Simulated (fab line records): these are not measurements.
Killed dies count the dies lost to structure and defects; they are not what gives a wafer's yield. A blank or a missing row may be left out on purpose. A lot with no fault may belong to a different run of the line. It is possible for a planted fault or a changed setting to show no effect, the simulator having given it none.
One fault seen from 2 desks | flow gf180mcu | each desk holds nothing but its own numbers, with what lay behind them at the end

== FOR THE TOOL OWNER'S DESK: hdpcvd-01 ==
The tool's own readings at GF_CONTACT_CVD_00 (deposits SiO2, target thk 300 nm, time 50 s): means of the sampled wafers that have a number, for each lot that ran on this tool. The brackets show how far a lot's mean lies from the usual mean; more than 4 standard deviations puts the lot out of limits, marked OUT.
Columns: A = sih4 flow sccm at GF_CONTACT_CVD_00, usual 60.00 sccm
lot  | first seen here | A
L783 | day 16 09:55    | 60.23
L786 | day 17 07:28    | 59.94
L791 | day 19 03:59    | 60.05
L792 | day 19 11:56    | 60.01
L794 | day 20 03:44    | 60.18
L795 | day 20 09:22    | 60.16
L796 | day 20 20:53    | 56.88 (-17) OUT
This desk's verdict: out of limits on L796, starting with L796 at day 20 20:53 (sih4 flow sccm at GF_CONTACT_CVD_00). Within limits: L783, L786, L791, L792, L794, L795.

== METROLOGY DESK ==
Lot by lot, what the gauges showed, no matter which tool ran the lot: averages of those sampled wafers that carry a number. The brackets show how far a lot's mean lies from the usual mean; more than 4 standard deviations puts the lot out of limits, marked OUT.
Columns: A = NSD_RS at GF_PSD_RS_MEAS_14, usual 46.12 ohm/sq; B = SALICIDE_TIN_THK at GF_SALICIDE_THK_MEAS_05, usual 19.77 nm; C = CONTACT_CVD_00_THK at GF_CONTACT_THK_MEAS_01, usual 303 nm
lot  | first seen here | A     | B     | C
L781 | day 14 12:27    | 46.18 | 19.42 | 298
L782 | day 15 03:28    | 46.08 | 19.56 | 297
L783 | day 15 11:10    | 46.05 | 19.84 | 305
L785 | day 15 22:32    | 46.08 | 19.51 | 296
L786 | day 16 07:50    | 46.14 | 19.65 | 305
L787 | day 16 16:50    | 46.01 | 19.81 | 299
L791 | day 18 02:37    | 46.13 | 19.90 | 306
L792 | day 18 10:53    | 46.10 | 20.29 | 303
L794 | day 19 02:43    | 46.04 | 19.79 | 306
L795 | day 19 07:24    | 46.14 | 19.90 | 306
L796 | day 19 19:35    | 46.21 | 19.63 | 290
L801 | day 21 13:56    | 45.98 | 19.93 | 305
L803 | day 22 09:23    | 46.11 | 19.87 | 301
This desk found nothing out of limits on any of the 13 lots.

== BROUGHT TOGETHER ==
The tool owner's desk could have raised an alarm at day 20 20:53, on L796.
The metrology desk saw nothing out of limits.
The metrology desk holds a record of L796, inside its limits.
The lots listed all ran GF_CONTACT_CVD_00 on hdpcvd-01.

== WHAT HAD BEEN PUT IN BY THE SIMULATOR ==
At GF_CONTACT_CVD_00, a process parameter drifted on hdpcvd-01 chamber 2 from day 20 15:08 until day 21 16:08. The setting sih4 flow sccm was moved by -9, starting from 60. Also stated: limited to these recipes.
Lots struck among those shown: L796.
Delay in hours, fault start to first out-of-limits reading, by desk: the tool owner's desk at 6.
